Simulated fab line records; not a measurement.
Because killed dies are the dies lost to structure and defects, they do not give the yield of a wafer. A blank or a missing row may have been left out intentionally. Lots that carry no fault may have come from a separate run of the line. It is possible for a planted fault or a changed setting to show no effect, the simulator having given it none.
Which of the tools did it? | flow gf180mcu | 36 wafers from 12 lots sampled at 5 of the route's 602 steps

## WHAT THE GAUGES READ, wafer by wafer
GF_HV_LDD_CD_MEAS_19 targets a cd of 400 nm. Usual: cd-nm reads 399.6 nm (standard deviation 2.4).
lot  | measured     | on        | cd-nm (nm)        | flag
L113 | day 10 17:52 | cd-sem-01 | 404.0 399.6 400.9 |
L115 | day 11 05:58 | cd-sem-01 | 397.8 401.4 400.4 |
L117 | day 11 23:58 | cd-sem-02 | 400.3 401.2 401.5 |
L118 | day 12 09:19 | cd-sem-01 | 399.9 399.8 400.2 |
L120 | day 13 04:56 | cd-sem-02 | 399.2 400.2 399.8 |
L121 | day 13 16:14 | cd-sem-01 | 405.1 402.3 400.9 |
L123 | day 14 09:52 | cd-sem-02 | 400.0 402.7 401.6 |
L126 | day 15 05:02 | cd-sem-02 | - - -             | OFF
L127 | day 15 15:22 | cd-sem-02 | 399.0 400.8 397.4 |
L129 | day 15 23:52 | cd-sem-02 | - - -             | OFF
L134 | day 17 06:47 | cd-sem-02 | 399.6 398.6 399.8 |
L135 | day 17 14:58 | cd-sem-02 | 398.8 401.1 399.6 |

GF_HV_LDD_OVL_MEAS_20. Usual: HV_LDD_01_OVL gives -0.4 nm (standard deviation 1.5).
lot  | measured     | on         | HV_LDD_01_OVL (nm) | flag
L113 | day 10 17:59 | overlay-02 | -1.7 0.8 -1.7      |
L115 | day 11 06:04 | overlay-01 | 0.2 1.0 -1.0       |
L117 | day 12 00:04 | overlay-01 | 1.7 -0.9 -2.7      |
L118 | day 12 09:25 | overlay-02 | 1.0 2.5 1.0        |
L120 | day 13 05:04 | overlay-01 | -1.3 0.2 0.1       |
L121 | day 13 16:21 | overlay-02 | 1.6 0.6 -1.4       |
L123 | day 14 09:57 | overlay-01 | -1.7 -0.8 -2.1     |
L126 | day 15 05:07 | overlay-02 | - - -              | OFF
L127 | day 15 15:29 | overlay-02 | -0.8 -2.8 -1.7     |
L129 | day 15 23:58 | overlay-02 | - - -              | OFF
L134 | day 17 06:52 | overlay-01 | 0.1 -1.2 0.1       |
L135 | day 17 15:03 | overlay-02 | -2.1 -3.0 -2.3     |

GF_HV_LDD_TW_MEAS_23. Usual: HV_LDD_2_TW gives 1062 (standard deviation 13).
lot  | measured     | on            | HV_LDD_2_TW    | flag
L113 | day 10 18:17 | film-metro-01 | 1073 1072 1076 |
L115 | day 11 06:21 | film-metro-01 | 1073 1070 1072 |
L117 | day 12 00:22 | film-metro-03 | 1050 1045 1042 |
L118 | day 12 09:42 | film-metro-01 | 1069 1069 1073 |
L120 | day 13 05:21 | film-metro-03 | 1043 1038 1041 |
L121 | day 13 16:38 | film-metro-03 | 1047 1043 1049 |
L123 | day 14 10:15 | film-metro-04 | 1069 1070 1067 |
L126 | day 15 05:25 | film-metro-03 | 30 30 30       | OFF
L127 | day 15 15:47 | film-metro-01 | 1069 1073 1075 |
L129 | day 16 00:16 | film-metro-04 | 30 30 30       | OFF
L134 | day 17 07:09 | film-metro-01 | 1087 1077 1088 |
L135 | day 17 15:20 | film-metro-04 | 1061 1059 1058 |

GF_V2_OVL_MEAS_15. Usual: V2_OVL gives 0 nm (standard deviation 5.1).
lot  | measured     | on         | V2_OVL (nm) | flag
L113 | day 19 23:26 | overlay-01 | 1 6 8       |
L115 | day 20 13:55 | overlay-02 | 6 5 5       |
L117 | day 21 13:50 | overlay-01 | 3 6 0       |
L118 | day 22 04:01 | overlay-02 | -12 -5 -14  |
L120 | day 23 03:02 | overlay-02 | -7 3 -7     |
L121 | day 23 22:23 | overlay-01 | 0 2 0       |
L123 | day 24 14:04 | overlay-01 | -5 -3 -9    |
L127 | day 25 19:11 | overlay-01 | 2 -3 -4     |
L134 | day 27 06:45 | overlay-02 | -9 0 -11    |
L135 | day 27 14:12 | overlay-01 | -4 2 2      |

## WHICH TOOL RAN EACH LOT (tool, then ch and the chambers of the sampled wafers, then the start)
lot  | GF_HV_LDD_DEVELOP_18
L113 | litho-track-02 ch 0, day 10 17:43
L115 | litho-track-03 ch 0, day 11 05:49
L117 | litho-track-01 ch 0, day 11 23:48
L118 | litho-track-03 ch 0, day 12 09:10
L120 | litho-track-03 ch 0, day 13 04:47
L121 | litho-track-03 ch 0, day 13 16:05
L123 | litho-track-01 ch 0, day 14 09:43
L126 | litho-track-03 ch 0, day 15 04:55
L127 | litho-track-02 ch 0, day 15 15:13
L129 | litho-track-03 ch 0, day 15 23:40
L134 | litho-track-01 ch 0, day 17 06:38
L135 | litho-track-02 ch 0, day 17 14:49
- GF_HV_LDD_DEVELOP_18: develop time 60 s.

## WHAT THE TOOLS THEMSELVES READ (means of the sampled wafers that have a number; where no wafer has one, the mark that the record gives instead)
GF_HV_LDD_DEVELOP_18. Usual: chill-plate-temp-C 23.02 C, standard deviation 0.097; developer-temp-C 22.99 C, standard deviation 0.1.
lot  | tool           | chill-plate-temp-C (C) | developer-temp-C (C) | flag
L113 | litho-track-02 | 22.96                  | 22.99                |
L115 | litho-track-03 | 23.00                  | 23.12                |
L117 | litho-track-01 | 22.92                  | 22.98                |
L118 | litho-track-03 | 22.89                  | 23.09                |
L120 | litho-track-03 | 22.92                  | 22.86                |
L121 | litho-track-03 | 23.10                  | 23.03                |
L123 | litho-track-01 | 23.04                  | 22.96                |
L126 | litho-track-03 | 23.01                  | 22.96                |
L127 | litho-track-02 | 23.07                  | 22.86                |
L129 | litho-track-03 | 22.95                  | 23.01                |
L134 | litho-track-01 | 23.00                  | 23.04                |
L135 | litho-track-02 | 22.95                  | 23.18                |

## THE ANSWER, worked out from the rows above alone
Rule: a lot counts as off when the mean over its wafers that have a number is more than 3 standard deviations away from the usual mean. A lot without any number at a reading at which 4 lots or more have one is off too. Where the step has rows for the other lots, those lots are counted as sound. The gauges are gone through in route order, then the tools' own readings, and for those a lot's mean is taken as printed above. At the first step where some lot is off, the reading lying furthest off is the one used; lots without a number count as furthest.
Off: L126, L129, at GF_HV_LDD_CD_MEAS_19 (cd-nm). Without a number there: L126, L129.
A tool fits if, at a process step before that reading, it ran every lot that is off, and no sound lot after the first of them. Not tried: the gauges at GF_HV_LDD_CD_MEAS_19; whatever is off there is also off at GF_HV_LDD_OVL_MEAS_20, on other tools, and gauge error can't account for it. One candidate fits, namely litho-track-03 at GF_HV_LDD_DEVELOP_18. A fault onset in the window from L121 (day 13 16:05, its last sound lot) to L126 (day 15 04:55, its first lot off) fits.

## WHAT THE SIMULATOR HAD PUT IN
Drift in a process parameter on litho-track-03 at GF_HV_LDD_DEVELOP_18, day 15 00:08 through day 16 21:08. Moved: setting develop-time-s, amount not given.
Shown lots that were struck: L126, L129. The same result came from the rule above.
